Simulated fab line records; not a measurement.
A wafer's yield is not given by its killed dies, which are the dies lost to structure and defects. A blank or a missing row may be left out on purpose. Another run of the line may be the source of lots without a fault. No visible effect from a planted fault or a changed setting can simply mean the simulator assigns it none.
fab line records | flow sky130
record lots=12 wafers=36 lastDay=50
route steps=708 shown SONOS_ONO@172 METAL4@632 METAL5@661 PAD_OPEN@702
lots that met no fault: from a run of the same line without faults
startH: the number of hours between the record's first day and the start of the first shown wafer of the lot | waitH: hours since the lot's step before | " unchanged from the row above | L1.1+2: a single row standing in for several wafers | - no value, or no start given | * or withheld: withheld | < > ~ a bound
route shown NAME@n: a module of which the file shows steps, and the number in the route of the first | usual: mean/standard deviation taken from wafers without a fault | same: alike in all rows | chamber/n: place in a boat | sites: readings site by site | _std_site: the values' standard deviation | _edge_site: the outer-site mean with the inner-site mean subtracted | radiusMm: for every site, how far away it sits from the centre of the wafer | mask NAME#n: copy n | behind: the last tool/chamber to shape the wafer | hold: cause of the lot's hold/its duration in hours/its outcome | device: whichever transistor did not switch (one of n, p or np) | end of line: tests of these same wafers at the route's end | a step with no rows: only its recipe | killed: count of dies lost to structure and defects at first sort (not the wafer's yield) | map: shows each die of a wafer: x if killed, . if not, _ if none is there
set.NAME: setting as actually run; set.NAME@STEP: the setting as run at that earlier step | model.NAME: the simulator's own value behind a step, which no gauge read
a sample of lots followed through the steps of the route, with each step as a table and each wafer as a row
services: when a tool's chamber went out of use (startH, in hours from the record's first day, below 0 if earlier), for how many hours, and the reason
## steps
# step SKY_SONOS_ONO_CVD_04
# recipe material=SiO2 precursor=SiH4/N2O targetThkNm=5.7199 tempC=900 pressureMtorr=400
# usual pressureMtorr=400.1/0.84 spikeTcBottomC=916.2/2.1
# columns lot.wafer tool chamber startH waitH pressureMtorr spikeTcBottomC
L432.1 lpcvd-03 0 248.00 0.1 398.3 914.5
L432.2 " 0 " " 399.0 913.9
L432.4 " 0 " " 398.9 912.6
L433.3 lpcvd-03 0 256.23 0.0 400.1 913.1
L433.5 " 0 " " 399.7 912.4
L433.6 " 0 " " 399.2 914.5
L434.1 lpcvd-03 1 265.76 0.1 400.6 918.0
L434.2 " 1 " " 399.9 916.9
L434.5 " 1 " " 399.3 916.8
L436.3 lpcvd-03 1 289.06 0.0 401.5 916.6
L436.5 " 1 " " 400.1 916.2
L436.6 " 1 " " 400.4 917.9
L438.2 lpcvd-03 0 297.96 0.0 400.0 913.8
L438.4 " 0 " " 399.9 914.5
L438.6 " 0 " " 399.7 911.9
L439.3 lpcvd-03 1 306.49 0.0 399.0 916.9
L439.4 " 1 " " 398.6 919.3
L439.5 " 1 " " 400.1 916.9
L441.2 lpcvd-03 1 333.79 0.0 399.2 916.3
L441.3 " 1 " " 400.0 916.5
L441.4 " 1 " " 400.0 916.4
L444.2 lpcvd-03 0 361.25 0.0 399.5 911.6
L444.4 " 0 " " 399.5 915.0
L444.6 " 0 " " 399.0 914.5
L445.1 lpcvd-03 1 379.53 0.1 401.6 918.3
L445.2 " 1 " " 401.7 916.5
L445.3 " 1 " " 402.6 917.0
L453.2 lpcvd-03 1 437.06 0.0 400.1 919.4
L453.3 " 1 " " 400.2 917.2
L453.5 " 1 " " 400.2 917.1
L454.1 lpcvd-03 0 437.06 0.1 400.2 911.9
L454.3 " 0 " " 401.5 914.1
L454.4 " 0 " " 401.8 912.7
L455.1 lpcvd-03 0 458.70 0.1 399.1 913.5
L455.2 " 0 " " 400.3 912.2
L455.5 " 0 " " 399.5 913.5
# step SKY_METAL4_ETCH_16
# recipe chemistry=N2/H2 target=BARC ionEnergyEv=200 biasW=100 pressureMtorr=30 n2FlowSccm=100 h2FlowSccm=200 icpW=500 stopOn=SiO2 timeS=88.2 targetDepthA=600
# usual drypumpMotorCurrentA=6.0/0.31 h2FlowSccm=200.0/0.61 oesProductAu=0.626/0.0046 throttleValvePct=13.204/0.0093
# columns lot.wafer tool chamber startH waitH drypumpMotorCurrentA h2FlowSccm oesProductAu rfHoursCounterH throttleValvePct
L432.1 rieMetal-02 0 964.78 0.0 6.2 199.0 0.629 14 13.205
L432.2 " 1 " " 5.7 200.9 0.643 8 13.213
L432.4 " 1 " " 5.7 199.7 0.624 - 13.188
L433.3 rieMetal-02 1 978.56 0.0 5.7 201.1 0.629 - 13.201
L433.5 " 1 " " 5.7 199.4 0.619 - 13.203
L433.6 " 0 " " 6.1 200.3 0.624 - 13.210
L434.1 rieMetal-02 0 987.91 0.0 6.2 199.4 0.629 16 13.198
L434.2 " 1 " " 5.7 200.5 0.632 9 13.204
L434.5 " 1 " " 5.7 199.5 0.622 - 13.197
L436.3 rieMetal-03 0 1007.64 0.0 6.2 199.6 0.626 - 13.201
L436.5 " 0 " " 6.1 199.6 0.626 - 13.206
L436.6 " 1 " " 5.6 199.1 0.631 - 13.212
L438.2 rieMetal-03 0 1015.83 0.0 6.2 200.5 0.626 9 13.208
L438.4 " 0 " " 6.2 200.4 0.627 - 13.203
L438.6 " 0 " " 6.2 201.3 0.631 - 13.190
L439.3 rieMetal-03 1 1022.34 0.0 5.6 200.0 0.630 - 13.206
L439.4 " 0 " " 6.2 198.6 0.637 - 13.191
L439.5 " 0 " " 6.2 200.0 0.626 - 13.209
L441.2 rieMetal-01 1 1050.71 0.0 5.8 199.5 0.627 21 13.211
L441.3 " 1 " " 5.8 199.3 0.627 - 13.210
L441.4 " 0 " " 6.4 198.7 0.630 - 13.218
L444.2 rieMetal-03 1 1065.68 0.0 5.6 200.3 0.627 17 13.212
L444.4 " 0 " " 6.2 199.7 0.624 - 13.208
L444.6 " 0 " " 6.2 200.2 0.623 - 13.207
L445.1 rieMetal-01 0 1080.43 0.0 6.4 200.3 0.628 19 13.220
L445.2 " 1 " " 5.8 200.6 0.633 23 13.200
L445.3 " 0 " " 6.4 200.0 0.619 - 13.204
L453.2 rieMetal-02 0 1119.98 0.0 6.2 200.3 0.620 25 13.205
L453.3 " 0 " " 6.2 200.5 0.630 - 13.197
L453.5 " 1 " " 5.7 200.5 0.629 - 13.199
L454.1 rieMetal-01 0 1120.31 0.1 6.5 199.7 0.628 23 13.202
L454.3 " 0 " " 6.4 199.3 0.634 - 13.221
L454.4 " 0 " " 6.4 199.1 0.632 - 13.204
L455.1 rieMetal-02 0 1128.36 0.0 6.2 199.5 0.615 26 13.197
L455.2 " 1 " " 5.7 200.1 0.626 19 13.206
L455.5 " 1 " " 5.7 200.6 0.619 - 13.210
# step SKY_METAL5_SPUTTER_00
# recipe material=Ti targetThkNm=15 powerW=3000 timeS=10 chamberPressurePa=0.4
# usual throttleValvePct=29.8/0.93
# columns lot.wafer tool chamber startH waitH throttleValvePct
L432.1 pvdSputter-04 - 990.89 0.1 31.0
L432.2 " - " " 28.3
L432.4 " - " " 28.9
L433.3 pvdSputter-01 - 1004.42 0.1 31.1
L433.5 " - " " 30.8
L433.6 " - " " 29.7
L434.1 pvdSputter-03 - 1014.51 0.2 29.0
L434.2 " - " " 30.4
L434.5 " - " " 30.2
L436.3 pvdSputter-01 - 1033.69 0.2 31.3
L436.5 " - " " 30.9
L436.6 " - " " 29.7
L438.2 pvdSputter-01 - 1041.12 0.2 30.9
L438.4 " - " " 29.6
L438.6 " - " " 29.8
L439.3 pvdSputter-04 - 1047.58 0.2 30.2
L439.4 " - " " 31.2
L439.5 " - " " 30.3
L441.2 pvdSputter-04 - 1074.37 0.1 28.5
L441.3 " - " " 30.7
L441.4 " - " " 30.3
L444.2 pvdSputter-01 - 1089.69 0.1 29.5
L444.4 " - " " 29.6
L444.6 " - " " 29.6
L445.1 pvdSputter-03 - 1108.07 0.2 28.6
L445.2 " - " " 29.1
L445.3 " - " " 30.6
L453.2 pvdSputter-01 - 1143.12 0.1 29.7
L453.3 " - " " 30.8
L453.5 " - " " 29.4
L454.1 pvdSputter-03 - 1144.04 0.2 28.5
L454.3 " - " " 30.4
L454.4 " - " " 30.6
L455.1 pvdSputter-03 - 1149.22 0.1 30.6
L455.2 " - " " 30.2
L455.5 " - " " 29.0
# step SKY_PAD_OPEN_STRIP_08
# recipe chemistry=O2/N2 powerW=1400 pressureMtorr=1500 platenTempC=withheld overashFraction=0.7 o2FlowSccm=3000 n2FlowSccm=300
# usual drypumpMotorCurrentA=5.7/0.36 oesProductAu=0.662/0.0045 stripTimeToEndpointS=37.10/0.12
# columns lot.wafer tool chamber startH waitH drypumpMotorCurrentA oesProductAu rfHoursCounterH stripTimeToEndpointS
L432.1 plasmaAsher-02 1 1059.23 0.1 5.9 0.661 94 36.97
L432.2 " 0 " " 5.3 0.652 94 36.96
L432.4 " 0 " " 5.3 0.660 - 36.91
L433.3 plasmaAsher-03 0 1071.38 0.1 6.2 0.665 - 37.24
L433.5 " 1 " " 5.7 0.658 - 37.24
L433.6 " 0 " " 6.2 0.657 - 37.21
L434.1 plasmaAsher-02 1 1079.95 0.1 5.9 0.655 96 36.94
L434.2 " 0 " " 5.3 0.658 96 37.07
L434.5 " 1 " " 5.9 0.663 - 37.17
L436.3 plasmaAsher-02 1 1096.83 0.1 5.9 0.663 - 36.75
L436.5 " 0 " " 5.3 0.662 - 36.86
L436.6 " 1 " " 5.9 0.665 - 37.02
L438.2 plasmaAsher-03 1 1104.80 0.1 5.7 0.662 36 36.94
L438.4 " 1 " " 5.7 0.665 - 36.94
L438.6 " 0 " " 6.2 0.670 - 36.97
L439.3 plasmaAsher-02 0 1110.61 0.1 5.3 0.662 - 37.01
L439.4 " 1 " " 5.9 0.668 - 36.87
L439.5 " 0 " " 5.3 0.664 - 36.92
L441.2 plasmaAsher-02 0 1127.80 0.1 5.3 0.666 102 37.12
L441.3 " 1 " " 5.9 0.668 - 37.10
L441.4 " 0 " " 5.3 0.663 - 37.14
L444.2 plasmaAsher-03 0 1143.88 0.1 6.2 0.665 38 37.09
L444.4 " 0 " " 6.2 0.656 - 37.31
L444.6 " 0 " " 6.2 0.670 - 37.22
L445.1 plasmaAsher-02 0 1160.88 0.1 5.3 0.664 105 37.08
L445.2 " 1 " " 5.9 0.656 105 37.11
L445.3 " 0 " " 5.3 0.661 - 37.17
L453.2 plasmaAsher-03 0 1193.80 0.1 6.2 0.667 42 37.15
L453.3 " 0 " " 6.2 0.664 - 37.07
L453.5 " 0 " " 6.2 0.671 - 37.21
L454.1 plasmaAsher-02 0 1196.15 0.1 5.3 0.659 109 36.91
L454.3 " 1 " " 5.9 0.665 - 36.98
L454.4 " 0 " " 5.3 0.669 - 37.12
L455.1 plasmaAsher-02 1 1201.05 0.1 5.9 0.655 109 37.23
L455.2 " 0 " " 5.3 0.661 109 37.20
L455.5 " 1 " " 5.9 0.663 - 37.16
# step SKY_PAD_OPEN_PROBE_99
# usual killed_at_M0_to_M3=44/7.6 killed_at_M4_up=3.2/1.7 killedAtContacts=24/5.7 killedAtFrontEnd=16/3.9 killedAtOther=0.2/0.45 killedDies=87/9.5 killedOpen=47/6.9 killedShort=40/5.8
# same grossDies=492 killedAtBackSide=0
# columns lot.wafer tool chamber startH waitH hold killed_at_M0_to_M3 killed_at_M4_up killedAtContacts killedAtFrontEnd killedAtOther killedDies killedOpen killedShort
L438.2 prober-01 - 1107.07 0.1 - 35 2 18 15 1 71 41 30
L438.4 prober-01 - 1107.17 0.2 - 46 5 32 6 2 91 52 39
L438.6 prober-01 - 1107.27 0.2 - 58 3 24 11 0 96 53 43
L439.3 prober-02 - 1112.90 0.2 - 47 5 13 23 0 88 57 31
L439.4 prober-02 - 1112.95 0.2 - 34 2 19 15 0 70 34 36
L439.5 prober-02 - 1113.00 0.2 - 49 6 20 15 1 91 48 43
L441.2 prober-02 - 1130.10 0.1 - 39 2 20 19 1 81 45 36
L441.3 prober-02 - 1130.15 0.2 - 42 3 35 15 0 95 52 43
L441.4 prober-02 - 1130.20 0.2 - 42 6 23 13 1 85 42 43
L444.2 prober-01 - 1146.23 0.1 awaitDispo/2.6h/release 36 2 14 55 0 107 36 37
L444.4 prober-01 - 1146.33 0.2 awaitDispo/2.6h/release 31 6 17 41 0 95 33 34
L444.6 prober-01 - 1146.43 0.2 awaitDispo/2.6h/release 43 3 28 52 0 126 49 41
L445.1 prober-02 - 1163.17 0.1 awaitDispo/2.0h/release 40 4 18 64 0 126 35 36
L445.2 prober-02 - 1163.22 0.1 awaitDispo/2.0h/release 40 5 16 77 1 139 42 38
L445.3 prober-02 - 1163.27 0.2 awaitDispo/2.0h/release 35 1 33 76 0 145 43 45
# killed by level:class
L438.2 VIA1:geometricParticle:open=14 CONTACT:geometricParticle:open=6 VIA2:geometricParticle:open=6 FIELD_ISO:geometricParticle:open=4 LI_CONTACT:geometricParticle:open=4 LOCAL_INTERCONNECT:geometricParticle:short=4 SPACER:geometricParticle:short=3 CONTACT:geometricParticle:short=3
L438.4 CONTACT:geometricParticle:open=12 VIA2:geometricParticle:open=10 VIA1:geometricParticle:open=8 LI_CONTACT:geometricParticle:open=7 CONTACT:geometricParticle:short=6 VIA1:geometricParticle:short=6 VIA3:geometricParticle:open=5 LOCAL_INTERCONNECT:geometricParticle:short=4
L438.6 VIA2:geometricParticle:open=12 VIA1:geometricParticle:open=9 CONTACT:geometricParticle:open=8 VIA3:geometricParticle:open=7 LI_CONTACT:geometricParticle:open=6 METAL2:geometricParticle:short=6 VIA1:geometricParticle:short=5 METAL1:geometricParticle:short=4
L439.3 VIA1:geometricParticle:open=12 VIA2:geometricParticle:open=11 VIA3:geometricParticle:open=9 POLY_GATE:geometricParticle:short=5 POLY_GATE:geometricParticle:open=5 CONTACT:geometricParticle:open=5 METAL4:geometricParticle:short=4 VIA3:geometricParticle:short=4
L439.4 VIA1:geometricParticle:short=11 CONTACT:geometricParticle:open=8 VIA1:geometricParticle:open=7 FIELD_ISO:geometricParticle:short=6 LI_CONTACT:geometricParticle:open=6 METAL1:geometricParticle:short=6 VIA3:geometricParticle:open=5 POLY_GATE:geometricParticle:short=4
L439.5 VIA1:geometricParticle:open=12 VIA2:geometricParticle:open=9 CONTACT:geometricParticle:open=8 VIA1:geometricParticle:short=8 METAL4:geometricParticle:short=5 VIA3:geometricParticle:short=5 FIELD_ISO:geometricParticle:short=4 CONTACT:geometricParticle:short=4
L441.2 METAL1:geometricParticle:short=9 VIA1:geometricParticle:open=8 VIA2:geometricParticle:open=6 LI_CONTACT:geometricParticle:open=5 CONTACT:geometricParticle:open=5 VIA3:geometricParticle:open=5 FIELD_ISO:geometricParticle:short=4 LI_CONTACT:geometricParticle:short=4
L441.3 CONTACT:geometricParticle:open=15 METAL1:geometricParticle:short=7 LI_CONTACT:geometricParticle:open=7 VIA3:geometricParticle:open=7 METAL2:geometricParticle:short=6 POLY_GATE:geometricParticle:open=5 VIA1:geometricParticle:short=5 CONTACT:geometricParticle:short=5
L441.4 CONTACT:geometricParticle:short=8 VIA1:geometricParticle:open=8 CONTACT:geometricParticle:open=7 METAL2:geometricParticle:short=7 VIA3:geometricParticle:open=6 VIA2:geometricParticle:short=5 METAL4:geometricParticle:short=5 FIELD_ISO:geometricParticle:open=4
L444.2 SONOS_ONO:unspecified=34 VIA1:geometricParticle:open=9 CONTACT:geometricParticle:open=8 POLY_GATE:geometricParticle:open=5 VIA1:geometricParticle:short=5 VIA3:geometricParticle:open=5 FIELD_ISO:geometricParticle:short=4 FIELD_ISO:geometricParticle:open=4
L444.4 SONOS_ONO:unspecified=28 VIA2:geometricParticle:open=10 CONTACT:geometricParticle:open=9 METAL4:geometricParticle:short=5 METAL1:geometricParticle:short=4 CONTACT:geometricParticle:short=4 VIA1:geometricParticle:short=4 METAL3:geometricParticle:short=4
L444.6 SONOS_ONO:unspecified=36 VIA1:geometricParticle:open=10 LOCAL_INTERCONNECT:geometricParticle:short=8 CONTACT:geometricParticle:open=8 LI_CONTACT:geometricParticle:open=7 METAL2:geometricParticle:short=5 VIA3:geometricParticle:open=5 FIELD_ISO:geometricParticle:open=4
L445.1 SONOS_ONO:unspecified=55 VIA1:geometricParticle:open=10 METAL3:geometricParticle:short=6 CONTACT:geometricParticle:open=5 VIA1:geometricParticle:short=5 VIA3:geometricParticle:open=5 LI_CONTACT:geometricParticle:open=4 METAL2:geometricParticle:short=4
L445.2 SONOS_ONO:unspecified=59 VIA1:geometricParticle:open=11 CONTACT:geometricParticle:open=8 METAL1:geometricParticle:short=7 VIA2:geometricParticle:open=7 VIA1:geometricParticle:short=5 LI_CONTACT:geometricParticle:open=4 METAL2:geometricParticle:short=4
L445.3 SONOS_ONO:unspecified=57 VIA1:geometricParticle:open=8 CONTACT:geometricParticle:open=8 LI_CONTACT:geometricParticle:short=7 LI_CONTACT:geometricParticle:open=6 LOCAL_INTERCONNECT:geometricParticle:short=6 POLY_GATE:geometricParticle:short=5 CONTACT:geometricParticle:short=5
## services
# columns tool chamber startH hours kind
pvdSputter-01 - 230.04 12.5 repair
pvdSputter-01 - 259.78 1.5 repair
lpcvd-03 - 303.72 0.4 repair
plasmaAsher-02 - 324.62 2.8 pm
lpcvd-03 - 329.19 0.4 repair
rieMetal-02 0 359.21 4.1 repair
pvdSputter-01 - 384.43 1.8 repair
rieMetal-02 1 388.08 3.2 repair
pvdSputter-01 - 393.41 3.6 repair
rieMetal-02 - 410.52 1.4 pm
lpcvd-03 - 492.88 6.0 pm
pvdSputter-01 - 496.45 3.0 repair
plasmaAsher-02 - 533.13 1.2 repair
rieMetal-02 - 597.82 2.8 pm
rieMetal-02 - 614.41 14.6 pm
plasmaAsher-02 - 614.61 1.3 repair
rieMetal-02 - 661.69 1.2 repair
plasmaAsher-02 - 683.36 1.3 repair
lpcvd-03 - 693.41 2.8 pm
pvdSputter-01 - 785.73 0.7 repair
pvdSputter-01 - 836.39 6.2 repair
plasmaAsher-02 - 1011.20 8.2 repair
lpcvd-03 - 1066.01 0.9 repair
lpcvd-03 - 1072.28 0.6 repair
## key
firstSign step=SKY_PAD_OPEN_PROBE_99 reading=killedAtFrontEnd direction=up sigmas=12 usual=16 struck=61
effect step=SKY_PAD_OPEN_PROBE_99 reading=killedDies direction=up sigmas=3.8 usual=87 struck=123
metAt SKY_SONOS_ONO_CVD_04
struckLots L444,L445
testerLeftOut L444,L445
notActingAt SKY_METAL4_ETCH_16,SKY_METAL5_SPUTTER_00,SKY_PAD_OPEN_STRIP_08
onsetBetween 333.79 361.25
fault kind=chamberParticleSource tool=lpcvd-03 chamber=- onsetH=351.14 steps=SKY_SONOS_ONO_CVD_04 ratePerVisitCm2=1.4584 endH=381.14
# testerLeftOut: of these lots the tester's yield and bins aren't shown, on N5 and GAA mostly nor the transistor test; their killed dies are dies lost to structure and defects alone, not to doping, threshold or leakage, so they don't give the yield
